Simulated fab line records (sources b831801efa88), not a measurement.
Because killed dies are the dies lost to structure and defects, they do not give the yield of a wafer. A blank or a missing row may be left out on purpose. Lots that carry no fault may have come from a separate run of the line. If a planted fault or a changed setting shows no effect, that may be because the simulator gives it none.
What tool caused it? + flow gf180mcu + 14 lots, 42 wafers sampled, at 4 steps of a route of 602

== WHAT THE GAUGES SHOWED, per wafer ==
GF_PSD_TW_MEAS_11.
| lot  | measured     | on            | PSD_TW         |
|------|--------------|---------------|----------------|
| L374 | day 14 10:34 | film-metro-03 | 3257 3239 3248 |
| L376 | day 15 07:03 | film-metro-02 | 3177 3173 3174 |
| L378 | day 15 15:52 | film-metro-03 | 3213 3211 3212 |
| L379 | day 16 03:40 | film-metro-02 | 3148 3167 3162 |
| L382 | day 17 01:24 | film-metro-01 | 3152 3146 3144 |
| L384 | day 17 14:53 | film-metro-03 | 3256 3235 3257 |
| L387 | day 18 22:11 | film-metro-03 | 3235 3242 3228 |
| L389 | day 19 13:59 | film-metro-03 | 3236 3226 3241 |
| L390 | day 20 00:29 | film-metro-03 | 3260 3245 3273 |
| L391 | day 20 06:37 | film-metro-01 | 3165 3165 3160 |
| L393 | day 20 20:02 | film-metro-03 | 3237 3238 3241 |
| L394 | day 21 05:13 | film-metro-03 | 3253 3259 3246 |
| L396 | day 21 19:04 | film-metro-02 | 3143 3159 3164 |
| L397 | day 21 23:59 | film-metro-03 | 3247 3241 3233 |

GF_PSD_RS_MEAS_14: uses a four-point probe to measure.
| lot  | measured     | on            | NSD_RS (ohm/sq)   |
|------|--------------|---------------|-------------------|
| L374 | day 14 10:49 | film-metro-01 | 46.16 46.07 46.17 |
| L376 | day 15 07:14 | film-metro-03 | 46.36 46.24 46.16 |
| L378 | day 15 16:04 | film-metro-01 | 46.01 46.08 46.03 |
| L379 | day 16 03:53 | film-metro-03 | 46.05 46.16 46.20 |
| L382 | day 17 01:36 | film-metro-03 | 46.15 46.12 46.13 |
| L384 | day 17 15:05 | film-metro-02 | 46.03 46.09 46.13 |
| L387 | day 18 22:23 | film-metro-03 | 46.24 46.09 46.13 |
| L389 | day 19 14:16 | film-metro-01 | 46.08 46.23 46.14 |
| L390 | day 20 00:46 | film-metro-03 | 46.18 46.21 46.16 |
| L391 | day 20 06:54 | film-metro-03 | 46.25 46.16 46.07 |
| L393 | day 20 20:15 | film-metro-01 | 46.18 46.16 46.06 |
| L394 | day 21 05:25 | film-metro-01 | 46.05 46.16 46.19 |
| L396 | day 21 19:20 | film-metro-01 | 46.09 46.25 46.24 |
| L397 | day 22 00:17 | film-metro-03 | 46.33 46.34 46.23 |

== TOOL THAT RAN EACH LOT (tool first, then ch and the chambers of the sampled wafers, then the start) ==
| lot  | GF_HV_LDD_STRIP_37                   | GF_NSD_SOFTBAKE_03                |
|------|--------------------------------------|-----------------------------------|
| L374 | plasma-asher-03 ch 0,1, day 11 18:49 | litho-track-02 ch 0, day 13 03:05 |
| L376 | plasma-asher-02 ch 0,1, day 12 13:28 | litho-track-04 ch 0, day 13 22:47 |
| L378 | plasma-asher-03 ch 1, day 12 21:16   | litho-track-03 ch 0, day 14 06:37 |
| L379 | plasma-asher-02 ch 0,1, day 13 08:52 | litho-track-04 ch 0, day 14 18:26 |
| L382 | plasma-asher-03 ch 0,1, day 14 04:11 | litho-track-04 ch 0, day 15 14:25 |
| L384 | plasma-asher-03 ch 0,1, day 14 15:52 | litho-track-02 ch 0, day 16 04:17 |
| L387 | plasma-asher-03 ch 0,1, day 15 18:23 | litho-track-02 ch 0, day 17 09:35 |
| L389 | plasma-asher-02 ch 0,1, day 16 10:41 | litho-track-03 ch 0, day 18 00:44 |
| L390 | plasma-asher-03 ch 0,1, day 16 20:50 | litho-track-03 ch 0, day 18 10:53 |
| L391 | plasma-asher-04 ch 0,1, day 17 01:51 | litho-track-02 ch 0, day 18 17:32 |
| L393 | plasma-asher-04 ch 0,1, day 17 17:06 | litho-track-04 ch 0, day 19 07:53 |
| L394 | plasma-asher-04 ch 0,1, day 18 00:35 | litho-track-03 ch 0, day 19 16:25 |
| L396 | plasma-asher-02 ch 0,1, day 18 16:35 | litho-track-03 ch 0, day 20 06:59 |
| L397 | plasma-asher-02 ch 0,1, day 18 20:22 | litho-track-02 ch 0, day 20 11:50 |
- GF_HV_LDD_STRIP_37: strips in O2/N2.
- GF_NSD_SOFTBAKE_03: time 60 s.

== WHAT THE TOOLS THEMSELVES READ (means of the sampled wafers that have a number; where no wafer has one, the mark that the record gives instead) ==
GF_HV_LDD_STRIP_37.
| lot  | tool            | drypump-motor-current-A (A) | heater-power-w (W) | oes-product-au (a.u.) | strip-time-to-endpoint-s (s) |
|------|-----------------|-----------------------------|--------------------|-----------------------|------------------------------|
| L374 | plasma-asher-03 | 5.73                        | 357                | 0.717                 | 12.61                        |
| L376 | plasma-asher-02 | 5.59                        | 308                | 0.715                 | 12.67                        |
| L378 | plasma-asher-03 | 5.99                        | 382                | 0.716                 | 12.58                        |
| L379 | plasma-asher-02 | 5.59                        | 311                | 0.715                 | 12.62                        |
| L382 | plasma-asher-03 | 5.76                        | 362                | 0.718                 | 12.61                        |
| L384 | plasma-asher-03 | 5.75                        | 357                | 0.714                 | 12.55                        |
| L387 | plasma-asher-03 | 5.74                        | 361                | 0.712                 | 12.63                        |
| L389 | plasma-asher-02 | 5.50                        | 301                | 0.712                 | 12.68                        |
| L390 | plasma-asher-03 | 5.73                        | 362                | 0.717                 | 12.67                        |
| L391 | plasma-asher-04 | 5.40                        | 280                | 0.716                 | 12.63                        |
| L393 | plasma-asher-04 | 5.41                        | 285                | 0.715                 | 12.66                        |
| L394 | plasma-asher-04 | 5.40                        | 281                | 0.719                 | 12.66                        |
| L396 | plasma-asher-02 | 5.59                        | 310                | 0.711                 | 12.67                        |
| L397 | plasma-asher-02 | 5.56                        | 306                | 0.719                 | 12.67                        |

GF_NSD_SOFTBAKE_03.
| lot  | tool           | resist-line-temp-C (C) | run-length-s (s) |
|------|----------------|------------------------|------------------|
| L374 | litho-track-02 | 23.00                  | 89.3             |
| L376 | litho-track-04 | 22.94                  | 89.6             |
| L378 | litho-track-03 | 23.04                  | 88.9             |
| L379 | litho-track-04 | 22.86                  | 104.3            |
| L382 | litho-track-04 | 23.00                  | 104.4            |
| L384 | litho-track-02 | 23.01                  | 89.3             |
| L387 | litho-track-02 | 23.00                  | 89.3             |
| L389 | litho-track-03 | 22.99                  | 88.8             |
| L390 | litho-track-03 | 23.07                  | 88.8             |
| L391 | litho-track-02 | 23.06                  | 89.2             |
| L393 | litho-track-04 | 22.97                  | 89.7             |
| L394 | litho-track-03 | 23.13                  | 88.8             |
| L396 | litho-track-03 | 23.00                  | 88.9             |
| L397 | litho-track-02 | 23.09                  | 89.2             |

== THE ANSWER, worked out from the rows above alone ==
Rule: the usual values come from the lots themselves. Put in order of their means at a reading, lots are off if they are a third of the lots or fewer, leave a main group of 4 or more, and stand apart from it by a gap of 3 or more times the standard deviation of the main group's means; of several such gaps the widest counts. A main group is skipped when, at the precision printed for the reading in the tables above, its means are all equal. Also off: a lot with no number at a reading for which 4 or more lots have one. Where the step has rows for the other lots, those lots are counted as sound. The gauges are gone through in route order, then the tools' own readings, and for those a lot's mean is taken as printed above. The first step at which some lot is off is used, and at that step the reading that is off furthest; a lot without a number counts as furthest.
Off at GF_NSD_SOFTBAKE_03 (run-length-s): L379, L382. Mean 89.2 s and standard deviation 0.3 in the main group.
A tool fits if, at that step or a process step before it, it ran every lot that is off, and no sound lot after the first of them. None of those tried fits.

== WHAT THE SIMULATOR HAD PUT IN ==
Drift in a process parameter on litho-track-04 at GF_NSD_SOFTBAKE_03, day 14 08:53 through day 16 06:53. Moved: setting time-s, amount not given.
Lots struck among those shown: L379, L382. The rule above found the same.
